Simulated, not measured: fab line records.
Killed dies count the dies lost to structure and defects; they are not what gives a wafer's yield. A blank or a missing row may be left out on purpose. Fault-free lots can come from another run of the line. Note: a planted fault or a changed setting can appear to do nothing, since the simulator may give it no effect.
A lot that was struck, set against a sound lot + flow sfqLine + 42 out of 325 route steps
Sound: these wafers, L161.2, L161.4, L161.6. The struck wafers were L174.1, L174.3, L174.6. At the end, the cause is stated.
For every step that has rows: the tool of each side, followed by ch and its chambers, followed by its first start. Under that, the readings that differ: sound wafers + struck wafers + difference of the means + sigmas: that difference in standard deviations of wafers without a fault.
alike: a reading whose means differ by less than 2 such deviations, as well as words and numbers matching on both sides. not compared: withheld readings; readings where some wafer has no value; bounds like >300 that might hide an equal value; numbers whose values overlap and for which the record gives no deviation.
A row with sigmas, a row that says differs or no value, or rows on one side alone: a step with any of these is where the two part. Numbers that don't overlap but have no deviation are shown without sigmas and don't part them. A reading that every wafer of one side lacks parts them only if that side has two wafers or more.

first, 6 steps without rows for these wafers: SFQ_TRILAYER_C5_LITHO_COAT_156 (resist thk 62 nm); SFQ_TRILAYER_C5_LITHO_COAT_151 (resist thk 650 nm); SFQ_TRILAYER_C5_LITHO_SOFTBAKE_155; SFQ_TRILAYER_C5_LITHO_EXPOSE_152 (exposes mask C5, target cd 500 nm); SFQ_TRILAYER_C5_LITHO_PEB_154 (peb time 60 s); SFQ_TRILAYER_C5_LITHO_DEVELOP_153 (time 60 s).
SFQ_C5_OVL_MEAS_937:
  sound: overlay-02 at day 65 09:59; struck: overlay-02 at day 70 03:43
  alike: C5_OVL
SFQ_TRILAYER_C5_BARC_OPEN_VIA_ETCH_210: etches BARC in O2, target depth 125 nm, time 41.7 s.
  sound on rieDiel-04 ch 0,3, day 65 10:01; struck on rieDiel-04 ch 1,2,3, day 70 03:46
  alike: drypumpMotorCurrentA, oesProductAu
  not compared: rfHoursCounterH
SFQ_TRILAYER_C5_ETCH_VIA_ETCH_154: etches SiO2 in CHF3, stops on Nb, target depth 84 nm.
  sound on rieDiel-04 ch 0,3, day 65 10:03; struck on rieDiel-04 ch 1,2,3, day 70 03:48
  alike: drypumpMotorCurrentA, oesProductAu
then, 3 steps without rows for these wafers: SFQ_TRILAYER_C5_STRIP_STRIP_155 (strips in O2); SFQ_TRILAYER_C5_STRIP_SOLV_CLEAN_156 (cleans in NMP, time 600 s); SFQ_TRILAYER_M6_DEP_PRE_CLEAN_158 (time 22.5 s).
SFQ_TRILAYER_M6_DEP_SPUTTER_157: material Nb, target thk 200 nm, time 133.3 s.
  sound: pvdSputter-04 at day 65 10:54; struck: pvdSputter-06 at day 70 04:39
| reading                                            | sound             | struck          | difference | sigmas |
|----------------------------------------------------|-------------------|-----------------|------------|--------|
| model.Nb_of_TRILAYER_M6_DEP_SPUTTER_157.thkNm (nm) | 197.6 198.8 197.6 | 314.5 314 310.9 | +115.1     |        |
  alike: throttleValvePct
SFQ_M6_RS_MEAS_938: uses a four-point probe to measure.
  sound: filmMetro-02 at day 65 11:01; struck: filmMetro-02 at day 70 04:44
| reading           | sound             | struck            | difference | sigmas |
|-------------------|-------------------|-------------------|------------|--------|
| M6_NB_RS (ohm/sq) | 0.899 0.895 0.899 | 0.563 0.564 0.569 | -0.332     | -30    |
then, 6 steps without rows for these wafers: SFQ_TRILAYER_M6_LITHO_COAT_164 (resist thk 62 nm); SFQ_TRILAYER_M6_LITHO_COAT_159 (resist thk 600 nm); SFQ_TRILAYER_M6_LITHO_SOFTBAKE_163; SFQ_TRILAYER_M6_LITHO_EXPOSE_160 (exposes mask M6, target cd 500 nm); SFQ_TRILAYER_M6_LITHO_PEB_162 (peb time 60 s); SFQ_TRILAYER_M6_LITHO_DEVELOP_161 (time 60 s).
SFQ_M6_OVL_MEAS_940:
  sound: overlay-01 at day 65 13:26; struck: overlay-01 at day 70 11:38
  alike: M6_OVL
then, 1 step without rows for these wafers: SFQ_TRILAYER_M6_BARC_OPEN_METAL_ETCH_206 (etches BARC in O2, target depth 125 nm, time 41.7 s).
SFQ_TRILAYER_M6_ETCH_METAL_ETCH_162: etches Nb in Cl2/Ar, stops on SiO2, target depth 240 nm, time 120 s.
  sound on rieMetal-01 ch 0,1, day 65 13:31; struck on rieMetal-03 ch 0,1, day 70 11:43
| reading             | sound             | struck            | difference | sigmas |
|---------------------|-------------------|-------------------|------------|--------|
| oesProductAu (a.u.) | 0.888 0.886 0.890 | 0.994 1.010 1.006 | +0.115     | +15    |
  alike: drypumpMotorCurrentA
  not compared: rfHoursCounterH
then, 2 steps without rows for these wafers: SFQ_TRILAYER_M6_STRIP_STRIP_163 (strips in O2); SFQ_TRILAYER_M6_STRIP_SOLV_CLEAN_164 (cleans in NMP, time 600 s).
SFQ_TRILAYER_I6_DEP_PECVD_165: deposits SiO2 from SiH4/N2O, time 111.11 s, target thk 500 nm.
  sound on pecvd-04 ch 0,1,2, day 65 14:25; struck on pecvd-02 ch 0,1, day 70 12:37
  alike: heaterPowerW, susceptorTempC, throttleValvePct
then, 1 step without rows for these wafers: SFQ_TRILAYER_I6_CMP_CMP_166 (polishes SiO2).
SFQ_I6_BOW_MEAS_941:
  sound: filmMetro-02 at day 66 17:47; struck: filmMetro-01 at day 70 18:06
  alike: I6_BOW
SFQ_TRILAYER_I6_METRO_MEASURE_167:
  sound: filmMetro-02 at day 66 18:05; struck: filmMetro-01 at day 70 18:13
  alike: thkNm
then, 6 steps without rows for these wafers: SFQ_TRILAYER_I6_VIA_LITHO_COAT_174 (resist thk 62 nm); SFQ_TRILAYER_I6_VIA_LITHO_COAT_169 (resist thk 650 nm); SFQ_TRILAYER_I6_VIA_LITHO_SOFTBAKE_173; SFQ_TRILAYER_I6_VIA_LITHO_EXPOSE_170 (exposes mask I6, target cd 700 nm); SFQ_TRILAYER_I6_VIA_LITHO_PEB_172 (peb time 60 s); SFQ_TRILAYER_I6_VIA_LITHO_DEVELOP_171 (time 60 s).
SFQ_I6_OVL_MEAS_942:
  sound: overlay-02 at day 66 21:56; struck: overlay-02 at day 70 23:38
  alike: I6_OVL
then, 1 step without rows for these wafers: SFQ_TRILAYER_I6_VIA_BARC_OPEN_VIA_ETCH_235 (etches BARC in O2, target depth 125 nm, time 41.7 s).
SFQ_TRILAYER_I6_VIA_ETCH_VIA_ETCH_172: etches SiO2 in CHF3, stops on Nb, target depth 260 nm.
  sound on rieDiel-01 ch 0,3, day 66 22:00; struck on rieDiel-03 ch 0,1,2, day 70 23:42
  alike: drypumpMotorCurrentA, oesProductAu
then, 3 steps without rows for these wafers: SFQ_TRILAYER_I6_VIA_STRIP_STRIP_173 (strips in O2); SFQ_TRILAYER_I6_VIA_STRIP_SOLV_CLEAN_174 (cleans in NMP, time 600 s); SFQ_TRILAYER_M7_DEP_PRE_CLEAN_176 (time 22.5 s).
-- the record jumps here: 10 days lie between the struck wafers' starts before and after --
SFQ_M8_BOW_MEAS_951:
  sound: filmMetro-01 at day 78 13:02; struck: filmMetro-02 at day 80 14:13
| reading                     | sound               | struck               | difference | sigmas |
|-----------------------------|---------------------|----------------------|------------|--------|
| model.etest.m6.combLog10Ohm | 12 12 12            | 0 0 0                | -12        |        |
| model.etest.m6.ohmSq        | 0.9002 0.895 0.9003 | 0.5656 0.5665 0.5723 | -0.3304    |        |
  alike: M8_BOW

## WHERE THEY PART
At SFQ_M6_RS_MEAS_938 first; at SFQ_TRILAYER_M6_ETCH_METAL_ETCH_162 last (within this record only). Later steps at which nothing parts them and some readings are alike: SFQ_TRILAYER_I6_DEP_PECVD_165, SFQ_I6_BOW_MEAS_941, SFQ_TRILAYER_I6_METRO_MEASURE_167, SFQ_I6_OVL_MEAS_942, SFQ_TRILAYER_I6_VIA_ETCH_VIA_ETCH_172, SFQ_M8_BOW_MEAS_951.

WHY: what the simulator had put in
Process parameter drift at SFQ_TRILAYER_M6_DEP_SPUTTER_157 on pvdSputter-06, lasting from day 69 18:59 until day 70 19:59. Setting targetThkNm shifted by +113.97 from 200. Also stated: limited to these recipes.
